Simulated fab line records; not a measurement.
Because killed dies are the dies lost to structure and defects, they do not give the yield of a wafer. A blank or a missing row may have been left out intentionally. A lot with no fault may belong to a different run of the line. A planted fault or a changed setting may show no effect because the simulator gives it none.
What tool caused it? :: flow sfqLine :: 15 lots with 42 wafers sampled at 4 steps, on a route of 325 steps

WHAT THE GAUGES READ, wafer by wafer
SFQ_M6_RS_MEAS_938: a four-point-probe measurement.
lot: L661
measured: day 57 08:08
on: filmMetro-02
M6_NB_RS (ohm/sq): 0.906 0.898 0.906

lot: L662
measured: day 57 14:32
on: filmMetro-02
M6_NB_RS (ohm/sq): 0.895 0.887 0.882

lot: L663
measured: day 57 20:28
on: filmMetro-04
M6_NB_RS (ohm/sq): 0.895 0.903 0.891

lot: L664
measured: day 57 22:52
on: filmMetro-04
M6_NB_RS (ohm/sq): 0.905 0.906 0.907

lot: L665
measured: day 59 01:42
on: filmMetro-04
M6_NB_RS (ohm/sq): 0.915 0.905 0.897

lot: L666
measured: day 59 02:54
on: filmMetro-02
M6_NB_RS (ohm/sq): 0.886 0.913 0.903

lot: L668
measured: day 59 18:30
on: filmMetro-02
M6_NB_RS (ohm/sq): 0.887 0.885 0.881

lot: L669
measured: day 60 01:10
on: filmMetro-04
M6_NB_RS (ohm/sq): 1.205 0.894

lot: L671
measured: day 60 12:03
on: filmMetro-02
M6_NB_RS (ohm/sq): 1.207 0.891

lot: L672
measured: day 60 21:40
on: filmMetro-04
M6_NB_RS (ohm/sq): 1.187 0.870

lot: L678
measured: day 62 20:17
on: filmMetro-04
M6_NB_RS (ohm/sq): 0.898 0.900 0.892

lot: L680
measured: day 63 11:57
on: filmMetro-02
M6_NB_RS (ohm/sq): 0.896 0.885 0.884

lot: L681
measured: day 63 14:22
on: filmMetro-02
M6_NB_RS (ohm/sq): 0.878 0.881 0.882

lot: L682
measured: day 63 20:57
on: filmMetro-01
M6_NB_RS (ohm/sq): 0.892 0.909 0.878

lot: L683
measured: day 63 23:25
on: filmMetro-04
M6_NB_RS (ohm/sq): 0.880 0.901 0.891

WHAT TOOL EACH LOT RAN ON (gives the tool, then ch and the chambers of the sampled wafers, and finally the start)
lot: L661
SFQ_TRILAYER_A5B_DEP_PECVD_129: pecvd-02 ch 1,2, day 46 05:16
SFQ_TRILAYER_R5_STRIP_STRIP_140: rieMetal-01 ch 1, day 52 00:33
SFQ_TRILAYER_M6_DEP_SPUTTER_157: pvdSputter-05, day 57 08:01

lot: L662
SFQ_TRILAYER_A5B_DEP_PECVD_129: pecvd-04 ch 1,2, day 46 08:53
SFQ_TRILAYER_R5_STRIP_STRIP_140: rieMetal-04 ch 0,1, day 52 02:57
SFQ_TRILAYER_M6_DEP_SPUTTER_157: pvdSputter-05, day 57 14:26

lot: L663
SFQ_TRILAYER_A5B_DEP_PECVD_129: pecvd-02 ch 0,2, day 46 12:02
SFQ_TRILAYER_R5_STRIP_STRIP_140: rieMetal-01 ch 0,1, day 52 06:33
SFQ_TRILAYER_M6_DEP_SPUTTER_157: pvdSputter-03, day 57 20:23

lot: L664
SFQ_TRILAYER_A5B_DEP_PECVD_129: pecvd-04 ch 0,2, day 46 17:10
SFQ_TRILAYER_R5_STRIP_STRIP_140: rieMetal-01 ch 0,1, day 52 08:57
SFQ_TRILAYER_M6_DEP_SPUTTER_157: pvdSputter-03, day 57 22:47

lot: L665
SFQ_TRILAYER_A5B_DEP_PECVD_129: pecvd-02 ch 1,2, day 47 08:35
SFQ_TRILAYER_R5_STRIP_STRIP_140: rieMetal-01 ch 0,1, day 53 05:21
SFQ_TRILAYER_M6_DEP_SPUTTER_157: pvdSputter-03, day 59 01:37

lot: L666
SFQ_TRILAYER_A5B_DEP_PECVD_129: pecvd-04 ch 0,1,2, day 47 09:46
SFQ_TRILAYER_R5_STRIP_STRIP_140: rieMetal-04 ch 0,1, day 53 06:33
SFQ_TRILAYER_M6_DEP_SPUTTER_157: pvdSputter-04, day 59 02:49

lot: L668
SFQ_TRILAYER_A5B_DEP_PECVD_129: pecvd-01 ch 1,2, day 47 22:58
SFQ_TRILAYER_R5_STRIP_STRIP_140: rieMetal-04 ch 0,1, day 53 22:54
SFQ_TRILAYER_M6_DEP_SPUTTER_157: pvdSputter-03, day 59 18:25

lot: L669
SFQ_TRILAYER_A5B_DEP_PECVD_129: pecvd-01 ch 1,2, day 48 02:37
SFQ_TRILAYER_R5_STRIP_STRIP_140: rieMetal-04 ch 1, day 54 03:54
SFQ_TRILAYER_M6_DEP_SPUTTER_157: pvdSputter-03, day 60 01:01

lot: L671
SFQ_TRILAYER_A5B_DEP_PECVD_129: pecvd-04 ch 2, day 48 12:10
SFQ_TRILAYER_R5_STRIP_STRIP_140: rieMetal-01 ch 1, day 54 16:42
SFQ_TRILAYER_M6_DEP_SPUTTER_157: pvdSputter-03, day 60 11:58

lot: L672
SFQ_TRILAYER_A5B_DEP_PECVD_129: pecvd-04 ch 1,2, day 49 00:16
SFQ_TRILAYER_R5_STRIP_STRIP_140: rieMetal-01 ch 1, day 55 01:13
SFQ_TRILAYER_M6_DEP_SPUTTER_157: pvdSputter-03, day 60 21:34

lot: L678
SFQ_TRILAYER_A5B_DEP_PECVD_129: pecvd-04 ch 1,2, day 50 21:52
SFQ_TRILAYER_R5_STRIP_STRIP_140: rieMetal-04 ch 0,1, day 56 23:00
SFQ_TRILAYER_M6_DEP_SPUTTER_157: pvdSputter-05, day 62 20:10

lot: L680
SFQ_TRILAYER_A5B_DEP_PECVD_129: pecvd-04 ch 0,2, day 51 09:52
SFQ_TRILAYER_R5_STRIP_STRIP_140: rieMetal-01 ch 0,1, day 57 16:01
SFQ_TRILAYER_M6_DEP_SPUTTER_157: pvdSputter-05, day 63 11:52

lot: L681
SFQ_TRILAYER_A5B_DEP_PECVD_129: pecvd-01 ch 0,1, day 51 14:08
SFQ_TRILAYER_R5_STRIP_STRIP_140: rieMetal-02 ch 0,1, day 57 17:13
SFQ_TRILAYER_M6_DEP_SPUTTER_157: pvdSputter-05, day 63 14:16

lot: L682
SFQ_TRILAYER_A5B_DEP_PECVD_129: pecvd-01 ch 0,2, day 51 23:04
SFQ_TRILAYER_R5_STRIP_STRIP_140: rieMetal-02 ch 1, day 58 00:25
SFQ_TRILAYER_M6_DEP_SPUTTER_157: pvdSputter-03, day 63 20:52

lot: L683
SFQ_TRILAYER_A5B_DEP_PECVD_129: pecvd-02 ch 0,1,2, day 52 02:43
SFQ_TRILAYER_R5_STRIP_STRIP_140: rieMetal-04 ch 0,1, day 58 03:07
SFQ_TRILAYER_M6_DEP_SPUTTER_157: pvdSputter-04, day 63 23:16
- SFQ_TRILAYER_A5B_DEP_PECVD_129: deposits SiO2 from SiH4/N2O, time 133.33 s, target thk 600 nm.
- SFQ_TRILAYER_R5_STRIP_STRIP_140: strips in O2.
- SFQ_TRILAYER_M6_DEP_SPUTTER_157: material Nb, target thk 200 nm, time 133.3 s.

AS READ BY THE TOOLS THEMSELVES (means over the sampled wafers that have a number; for cases with no such wafer, the mark the record gives instead)
SFQ_TRILAYER_A5B_DEP_PECVD_129.
lot: L661
tool: pecvd-02
heaterPowerW (W): 68
rfFwdPowerW (W): 181.7
throttleValvePct (%): 24.8

lot: L662
tool: pecvd-04
heaterPowerW (W): 79
rfFwdPowerW (W): 182.8
throttleValvePct (%): 25.5

lot: L663
tool: pecvd-02
heaterPowerW (W): 80
rfFwdPowerW (W): 181.9
throttleValvePct (%): 25.1

lot: L664
tool: pecvd-04
heaterPowerW (W): 80
rfFwdPowerW (W): 182.5
throttleValvePct (%): 25.2

lot: L665
tool: pecvd-02
heaterPowerW (W): 84
rfFwdPowerW (W): 182.7
throttleValvePct (%): 24.6

lot: L666
tool: pecvd-04
heaterPowerW (W): 69
rfFwdPowerW (W): 182.7
throttleValvePct (%): 25.3

lot: L668
tool: pecvd-01
heaterPowerW (W): 82
rfFwdPowerW (W): 182.3
throttleValvePct (%): 25.5

lot: L669
tool: pecvd-01
heaterPowerW (W): 78
rfFwdPowerW (W): 183.2
throttleValvePct (%): 26.1

lot: L671
tool: pecvd-04
heaterPowerW (W): 85
rfFwdPowerW (W): 182.3
throttleValvePct (%): 25.4

lot: L672
tool: pecvd-04
heaterPowerW (W): 78
rfFwdPowerW (W): 182.1
throttleValvePct (%): 25.6

lot: L678
tool: pecvd-04
heaterPowerW (W): 82
rfFwdPowerW (W): 182.5
throttleValvePct (%): 25.6

lot: L680
tool: pecvd-04
heaterPowerW (W): 83
rfFwdPowerW (W): 182.3
throttleValvePct (%): 25.4

lot: L681
tool: pecvd-01
heaterPowerW (W): 76
rfFwdPowerW (W): 182.4
throttleValvePct (%): 27.2

lot: L682
tool: pecvd-01
heaterPowerW (W): 83
rfFwdPowerW (W): 182.3
throttleValvePct (%): 25.6

lot: L683
tool: pecvd-02
heaterPowerW (W): 76
rfFwdPowerW (W): 182.3
throttleValvePct (%): 25.3

SFQ_TRILAYER_R5_STRIP_STRIP_140.
lot: L661
tool: rieMetal-01
drypumpMotorCurrentA (A): 5.8
oesProductAu (a.u.): 0.994

lot: L662
tool: rieMetal-04
drypumpMotorCurrentA (A): 5.9
oesProductAu (a.u.): 1.012

lot: L663
tool: rieMetal-01
drypumpMotorCurrentA (A): 5.3
oesProductAu (a.u.): 0.994

lot: L664
tool: rieMetal-01
drypumpMotorCurrentA (A): 5.3
oesProductAu (a.u.): 0.998

lot: L665
tool: rieMetal-01
drypumpMotorCurrentA (A): 5.3
oesProductAu (a.u.): 0.992

lot: L666
tool: rieMetal-04
drypumpMotorCurrentA (A): 5.9
oesProductAu (a.u.): 1.001

lot: L668
tool: rieMetal-04
drypumpMotorCurrentA (A): 5.9
oesProductAu (a.u.): 1.007

lot: L669
tool: rieMetal-04
drypumpMotorCurrentA (A): 5.8
oesProductAu (a.u.): 1.010

lot: L671
tool: rieMetal-01
drypumpMotorCurrentA (A): 5.8
oesProductAu (a.u.): 0.989

lot: L672
tool: rieMetal-01
drypumpMotorCurrentA (A): 5.8
oesProductAu (a.u.): 0.982

lot: L678
tool: rieMetal-04
drypumpMotorCurrentA (A): 5.9
oesProductAu (a.u.): 1.026

lot: L680
tool: rieMetal-01
drypumpMotorCurrentA (A): 5.5
oesProductAu (a.u.): 0.988

lot: L681
tool: rieMetal-02
drypumpMotorCurrentA (A): 5.8
oesProductAu (a.u.): 1.003

lot: L682
tool: rieMetal-02
drypumpMotorCurrentA (A): 5.6
oesProductAu (a.u.): 0.999

lot: L683
tool: rieMetal-04
drypumpMotorCurrentA (A): 5.9
oesProductAu (a.u.): 1.018

SFQ_TRILAYER_M6_DEP_SPUTTER_157.
lot: L661
tool: pvdSputter-05
throttleValvePct (%): 30.5

lot: L662
tool: pvdSputter-05
throttleValvePct (%): 30.1

lot: L663
tool: pvdSputter-03
throttleValvePct (%): 29.9

lot: L664
tool: pvdSputter-03
throttleValvePct (%): 29.5

lot: L665
tool: pvdSputter-03
throttleValvePct (%): 29.7

lot: L666
tool: pvdSputter-04
throttleValvePct (%): 30.1

lot: L668
tool: pvdSputter-03
throttleValvePct (%): 29.5

lot: L669
tool: pvdSputter-03
throttleValvePct (%): 29.6

lot: L671
tool: pvdSputter-03
throttleValvePct (%): 29.2

lot: L672
tool: pvdSputter-03
throttleValvePct (%): 30.1

lot: L678
tool: pvdSputter-05
throttleValvePct (%): 28.7

lot: L680
tool: pvdSputter-05
throttleValvePct (%): 30.1

lot: L681
tool: pvdSputter-05
throttleValvePct (%): 29.8

lot: L682
tool: pvdSputter-03
throttleValvePct (%): 29.8

lot: L683
tool: pvdSputter-04
throttleValvePct (%): 30.0

THE ANSWER, worked out from the rows above alone
Rule: what is usual is taken from the lots themselves. Put in order of their means at a reading, lots are off if they are a third of the lots or fewer, leave a main group of 4 or more, and stand apart from it by a gap of 3 or more times the standard deviation of the main group's means; of several such gaps the widest counts. A main group whose means are all the same, to the digits that the tables above print for the reading, isn't used. Also off: a lot with no number at a reading for which 4 or more lots have one. Where the step has rows for the other lots, those lots are counted as sound. First the gauges in route order, then the tools' own readings, where a lot's mean is used as printed above. The first step at which some lot is off is used, and at that step the reading that is off furthest; a lot without a number counts as furthest.
Off: at SFQ_M6_RS_MEAS_938 (M6_NB_RS), L669, L671, L672. Main group: mean 0.894 ohm/sq, sd 0.0081.
If a tool, at a process step before that reading, ran all the lots that are off and no sound lot after the first of them, it fits. Gauges at SFQ_M6_RS_MEAS_938: tried the same way as those tools. Not one of the candidates tried fits.

WHAT WAS PUT IN BY THE SIMULATOR
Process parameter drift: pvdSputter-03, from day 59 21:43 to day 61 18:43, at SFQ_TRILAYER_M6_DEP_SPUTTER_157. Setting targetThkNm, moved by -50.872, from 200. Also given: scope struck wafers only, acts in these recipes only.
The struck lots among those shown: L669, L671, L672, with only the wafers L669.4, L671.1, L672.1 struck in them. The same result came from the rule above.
